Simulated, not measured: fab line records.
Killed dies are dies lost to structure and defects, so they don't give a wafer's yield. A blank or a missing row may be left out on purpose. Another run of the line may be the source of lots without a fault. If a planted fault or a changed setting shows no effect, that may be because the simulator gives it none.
The tool behind it: which one? -- flow sky130 -- 42 wafers from 14 lots sampled at 3 of the route's 708 steps

WHAT THE GAUGES SHOWED, per wafer
SKY_POLY_GATE_THK_MEAS_21. Usual: POLY_GATE_OXIDATION_THK 4.03 nm, standard deviation 0.078.
lot,measured,on,POLY_GATE_OXIDATION_THK (nm),flag
L459,day 15 23:58,film metro-01,3.99 3.94 3.98,
L460,day 16 15:50,film metro-01,4.00 3.99 3.92,
L465,day 19 00:55,film metro-03,4.08 4.13 4.03,
L464,day 19 00:55,film metro-01,3.90 4.02 4.03,
L466,day 19 00:55,film metro-02,4.00 4.01 3.93,
L467,day 19 15:27,film metro-03,4.03 3.96 4.03,
L468,day 19 15:26,film metro-01,4.02 4.04 3.95,
L469,day 20 00:14,film metro-03,3.99 4.03 4.03,
L470,day 20 11:44,film metro-03,4.15 4.17 4.15,
L471,day 20 17:14,film metro-01,4.04 4.17 4.13,
L475,day 22 16:45,film metro-03,4.05 4.04 4.03,
L477,day 23 07:20,film metro-02,4.09 4.05 4.06,
L481,day 24 11:31,film metro-01,4.11 4.08 4.12,
L482,day 24 13:49,film metro-01,3.97 4.06 3.97,

SKY_LDD_N_OVL_MEAS_07. Usual: LDD_N_OVL -0.5 nm, standard deviation 1.2.
lot,measured,on,LDD_N_OVL (nm),flag
L459,day 17 04:29,overlay-01,0.2 0.1 -0.4,
L460,day 17 20:13,overlay-02,0.9 -0.9 -0.6,
L465,day 20 07:27,overlay-02,0.1 1.2 0.0,
L464,day 20 07:34,overlay-01,-0.8 -1.6 0.5,
L466,day 20 07:45,overlay-02,-0.4 -0.6 -2.2,
L467,day 20 22:29,overlay-01,-2.4 -1.2 -0.8,
L468,day 20 22:18,overlay-02,-0.1 -1.8 -1.3,
L469,day 21 06:08,overlay-02,0.5 0.9 0.1,
L470,day 21 17:54,overlay-01,-0.7 -3.0 -3.0,
L471,day 21 23:07,overlay-02,-0.9 -0.8 -0.7,
L475,day 23 22:48,overlay-02,-1.4 -1.7 -0.1,
L477,day 24 12:37,overlay-02,0.8 0.7 -0.5,
L481,day 25 15:56,overlay-02,-0.8 -0.5 -1.9,
L482,day 25 18:27,overlay-02,-0.2 1.1 -0.5,

WHICH TOOL RAN EACH LOT (tool, then ch and the chambers of the sampled wafers, then the start)
lot,SKY_SONOS_ONO_STRIP_17
L459,"plasma asher-03 ch 0,1, day 12 14:13"
L460,"plasma asher-01 ch 0,1, day 12 19:46"
L465,"plasma asher-01 ch 0, day 14 21:47"
L464,"plasma asher-04 ch 0,1, day 14 21:50"
L466,"plasma asher-03 ch 0,1, day 14 22:06"
L467,"plasma asher-04 ch 0,1, day 15 04:49"
L468,"plasma asher-04 ch 0,1, day 15 08:46"
L469,"plasma asher-03 ch 0,1, day 15 16:10"
L470,"plasma asher-03 ch 0,1, day 16 06:51"
L471,"plasma asher-01 ch 0,1, day 16 09:50"
L475,"plasma asher-03 ch 0,1, day 18 09:10"
L477,"plasma asher-01 ch 1, day 19 01:43"
L481,"plasma asher-01 ch 1, day 20 09:37"
L482,"plasma asher-04 ch 0,1, day 20 10:20"
- SKY_SONOS_ONO_STRIP_17: strips in O2/N2.

AS READ BY THE TOOLS THEMSELVES (means over the sampled wafers that have a number; for cases with no such wafer, the mark the record gives instead)
SKY_SONOS_ONO_STRIP_17. Usual: drypump motor current A 5.8 A, standard deviation 0.5; oes product au 0.711 a.u., standard deviation 0.0042; strip time to endpoint s 14.10 s, standard deviation 0.034.
lot,tool,drypump motor current A (A),oes product au (a.u.),strip time to endpoint s (s),flag
L459,plasma asher-03,5.8,0.710,14.11,
L460,plasma asher-01,5.9,0.709,14.14,
L465,plasma asher-01,4.9,0.711,14.14,
L464,plasma asher-04,6.1,0.710,14.12,
L466,plasma asher-03,5.7,0.710,14.11,
L467,plasma asher-04,6.1,0.709,14.13,
L468,plasma asher-04,5.8,0.713,14.14,
L469,plasma asher-03,5.7,0.705,14.13,
L470,plasma asher-03,5.8,0.710,14.10,
L471,plasma asher-01,5.9,0.712,14.09,
L475,plasma asher-03,5.7,0.713,14.05,
L477,plasma asher-01,6.3,0.710,14.05,
L481,plasma asher-01,6.3,0.714,14.08,
L482,plasma asher-04,6.1,0.711,14.10,

THE ANSWER, worked out from the rows above alone
Rule: a lot counts as off when the mean over its wafers that have a number is more than 3 standard deviations away from the usual mean. Also off: a lot with no number at a reading for which 4 or more lots have one. All remaining lots with rows at the step are treated as sound. First the gauges in route order, then the tools' own readings, where a lot's mean is used as printed above. At the first step where some lot is off, the reading lying furthest off is the one used; lots without a number count as furthest.
No lot is off on any of the readings shown, so nothing can be concluded from this.

WHAT THE SIMULATOR PUT IN
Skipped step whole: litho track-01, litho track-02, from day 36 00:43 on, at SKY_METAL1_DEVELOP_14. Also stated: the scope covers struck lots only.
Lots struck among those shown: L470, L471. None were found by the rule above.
